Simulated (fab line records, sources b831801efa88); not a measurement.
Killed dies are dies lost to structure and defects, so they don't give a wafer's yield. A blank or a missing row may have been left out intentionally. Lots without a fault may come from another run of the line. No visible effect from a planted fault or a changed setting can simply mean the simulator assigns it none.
Commonality check across tools    flow gf180mcu    14 lots and 42 wafers in the sample

## WHY IT WAS OPENED
Flagged at GF_POLY_GATE_CD_MEAS_10: reading cd_nm, on 2 of 14 lots. Wafers without a fault read 280.0 nm, standard deviation 1.
Rule: flag the lot when none of its wafers has a number, or when each of its wafers that has one lies beyond 4 standard deviations from that mean. The other lots count as sound.

lot   measured      on         cd_nm (nm), wafer by wafer  flag
L366  day 9 13:15   cd_sem-02  279.8 281.3 280.8           
L367  day 9 19:04   cd_sem-01  278.5 278.2 279.3           
L368  day 10 01:34  cd_sem-02  278.4 278.9 278.4           
L369  day 10 06:35  cd_sem-01  280.0 279.3 280.0           
L370  day 10 18:08  cd_sem-01  280.4 280.5 279.3           
L371  day 10 22:08  cd_sem-01  282.6 281.8 281.1           
L374  day 11 23:47  cd_sem-02  274.4 274.3 274.3           FLAGGED
L375  day 12 04:49  cd_sem-01  274.6 273.6 274.0           FLAGGED
L376  day 12 11:17  cd_sem-01  279.8 280.8 280.6           
L384  day 14 21:26  cd_sem-01  279.3 279.1 280.0           
L385  day 15 00:41  cd_sem-02  280.8 280.1 282.7           
L386  day 15 12:56  cd_sem-02  281.0 281.6 281.1           
L387  day 15 20:53  cd_sem-02  279.7 278.8 279.6           
L388  day 16 06:53  cd_sem-02  279.6 280.5 279.1           
The mean of the flagged lots' numbers is 274.2 nm, -5.8 nm from the usual (-6 standard deviations).

## WHICH TOOL RAN EACH LOT
The record holds 1 process step before the reading, out of a route of 602 steps. Every cell lists first the tool, next ch and the chambers used by the sampled wafers, and last the start.
lot   flag     GF_POLY_GATE_SOFTBAKE_06
L366           litho_track-01 ch 0, day 9 04:00
L367           litho_track-04 ch 0, day 9 10:00
L368           litho_track-01 ch 0, day 9 16:00
L369           litho_track-01 ch 0, day 9 22:00
L370           litho_track-01 ch 0, day 10 08:00
L371           litho_track-02 ch 0, day 10 12:00
L374  FLAGGED  litho_track-01 ch 0, day 11 14:00
L375  FLAGGED  litho_track-01 ch 0, day 11 19:00
L376           litho_track-02 ch 0, day 12 01:00
L384           litho_track-01 ch 0, day 14 11:00
L385           litho_track-01 ch 0, day 14 14:00
L386           litho_track-02 ch 0, day 15 01:00
L387           litho_track-04 ch 0, day 15 09:00
L388           litho_track-04 ch 0, day 15 19:00
What the steps here do:
- GF_POLY_GATE_SOFTBAKE_06: time 60 s.
- GF_POLY_GATE_CD_MEAS_10: target cd 280 nm.

## FLAGGED AGAINST TOTAL, ONE TOOL AT A TIME (gauges that did the reading follow at the end)
step                      tool            lots run  flagged  share of the flagged lots  sound lots run after its first flagged lot
GF_POLY_GATE_SOFTBAKE_06  litho_track-01  8         2        all                        2 (L384,L385)
GF_POLY_GATE_SOFTBAKE_06  litho_track-02  3         0        none                       -
GF_POLY_GATE_SOFTBAKE_06  litho_track-04  3         0        none                       -
GF_POLY_GATE_CD_MEAS_10   cd_sem-01       7         1        some                       2 (L376,L384)
GF_POLY_GATE_CD_MEAS_10   cd_sem-02       7         1        some                       4 (L385,L386,L387,L388)

## THE TABLE: WHAT IT ALLOWS
Rows of the table that ran each flagged lot: 1, that is litho_track-01 at GF_POLY_GATE_SOFTBAKE_06.
- litho_track-01 at GF_POLY_GATE_SOFTBAKE_06 ran 8 lots, 2 of them flagged. After the first flagged lot (L384, L385), sound lots still ran on it; a lasting fault on the whole tool would not permit that. Its own readings lie more than 4 standard deviations out on every wafer of the flagged lots: run_length_s.
No row of the table ran every flagged lot and no sound lot after the first.

## WHAT THE SIMULATOR HAD INSERTED
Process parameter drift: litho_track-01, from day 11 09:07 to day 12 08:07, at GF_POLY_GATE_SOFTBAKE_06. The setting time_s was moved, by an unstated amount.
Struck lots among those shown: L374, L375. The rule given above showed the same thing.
